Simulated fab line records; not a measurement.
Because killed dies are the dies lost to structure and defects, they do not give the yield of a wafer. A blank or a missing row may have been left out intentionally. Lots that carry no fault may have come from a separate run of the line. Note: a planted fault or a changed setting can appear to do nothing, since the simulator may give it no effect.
Matching of chambers :: flow sky130 :: 4 sister chambers for SKY_CONTACT_CMP_27 on cmp-01
The step polishes, stops on SiO2, t overpolish 15 s, target thk 0 nm. 16 wafers are shown with their chamber, then 8 later ones without.

== WAFERS PAIRED WITH THEIR CHAMBERS ==
wafer: L077.1
chamber: 1
motor-current-A (A): 12.6
time-to-endpoint-s (s): 78
overpolish-run-s (s): 14.998

wafer: L077.2
chamber: 0
motor-current-A (A): 10.3
time-to-endpoint-s (s): 73
overpolish-run-s (s): 14.998

wafer: L077.3
chamber: 2
motor-current-A (A): 11.0
time-to-endpoint-s (s): 82
overpolish-run-s (s): 14.995

wafer: L077.4
chamber: 3
motor-current-A (A): 8.8
time-to-endpoint-s (s): 81
overpolish-run-s (s): 14.993

wafer: L077.5
chamber: 0
motor-current-A (A): 11.1
time-to-endpoint-s (s): 75
overpolish-run-s (s): 14.988

wafer: L077.6
chamber: 3
motor-current-A (A): 9.1
time-to-endpoint-s (s): 73
overpolish-run-s (s): 14.999

wafer: L080.1
chamber: 3
motor-current-A (A): 9.4
time-to-endpoint-s (s): 85
overpolish-run-s (s): 14.994

wafer: L080.4
chamber: 0
motor-current-A (A): 10.8
time-to-endpoint-s (s): 80
overpolish-run-s (s): 14.974

wafer: L080.5
chamber: 0
motor-current-A (A): 10.5
time-to-endpoint-s (s): 75
overpolish-run-s (s): 15.000

wafer: L081.1
chamber: 2
motor-current-A (A): 11.0
time-to-endpoint-s (s): 88
overpolish-run-s (s): 15.002

wafer: L081.2
chamber: 0
motor-current-A (A): 10.7
time-to-endpoint-s (s): 81
overpolish-run-s (s): 14.998

wafer: L081.5
chamber: 0
motor-current-A (A): 10.5
time-to-endpoint-s (s): 83
overpolish-run-s (s): 14.997

wafer: L092.1
chamber: 2
motor-current-A (A): 10.9
time-to-endpoint-s (s): 85
overpolish-run-s (s): 15.007

wafer: L092.2
chamber: 0
motor-current-A (A): 10.4
time-to-endpoint-s (s): 76
overpolish-run-s (s): 15.003

wafer: L092.3
chamber: 3
motor-current-A (A): 8.6
time-to-endpoint-s (s): 82
overpolish-run-s (s): 14.990

wafer: L093.1
chamber: 0
motor-current-A (A): 10.5
time-to-endpoint-s (s): 75
overpolish-run-s (s): 14.993

SIGNATURES (means of the wafers above)
reading: motor-current-A
chamber 0: 10.600
chamber 1: 12.600
chamber 2: 10.967
chamber 3: 8.975
scatter within a chamber: 0.264

reading: time-to-endpoint-s
chamber 0: 77.25
chamber 1: 78.00
chamber 2: 85.00
chamber 3: 80.25
scatter within a chamber: 3.94

reading: overpolish-run-s
chamber 0: 14.99387
chamber 1: 14.99800
chamber 2: 15.00133
chamber 3: 14.99400
scatter within a chamber: 0.00769
Rule: for a wafer and a chamber, the distance is found by dividing, reading by reading, the gap between the wafer's reading and the chamber's mean by the reading's scatter, squaring, summing and taking the root. The wafer belongs to the nearest chamber; if the next one is less than 2 further off, it can't be placed. The scatter: take each reading less its chamber's mean, square it, sum over the shown wafers, divide by the number of wafers less the number of chambers, and take the root.

== WAFERS WITH NO CHAMBER GIVEN ==
wafer: L093.3
motor-current-A (A): 12.4
time-to-endpoint-s (s): 83
overpolish-run-s (s): 15.007

wafer: L093.4
motor-current-A (A): 10.9
time-to-endpoint-s (s): 85
overpolish-run-s (s): 14.986

wafer: L095.1
motor-current-A (A): 10.8
time-to-endpoint-s (s): 84
overpolish-run-s (s): 15.011

wafer: L095.2
motor-current-A (A): 9.1
time-to-endpoint-s (s): 76
overpolish-run-s (s): 14.976

wafer: L095.5
motor-current-A (A): 10.4
time-to-endpoint-s (s): 86
overpolish-run-s (s): 14.977

wafer: L097.1
motor-current-A (A): 9.4
time-to-endpoint-s (s): 75
overpolish-run-s (s): 14.985

wafer: L097.5
motor-current-A (A): 13.2
time-to-endpoint-s (s): 76
overpolish-run-s (s): 14.988

wafer: L097.6
motor-current-A (A): 10.5
time-to-endpoint-s (s): 74
overpolish-run-s (s): 14.996

== EACH ONE'S CHAMBER ==
wafer: L093.3
from the rows above: 1
in truth: 1

wafer: L093.4
from the rows above: can't be placed: 2 or 0
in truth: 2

wafer: L095.1
from the rows above: can't be placed: 2 or 0
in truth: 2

wafer: L095.2
from the rows above: 3
in truth: 3

wafer: L095.5
from the rows above: can't be placed: 0 or 2
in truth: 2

wafer: L097.1
from the rows above: 3
in truth: 3

wafer: L097.5
from the rows above: 1
in truth: 1

wafer: L097.6
from the rows above: 0
in truth: 0
Placed correctly: 5 of 8. Not placeable from these rows: 3 (in 3, the candidates include the true chamber). Number placed wrongly: 0.
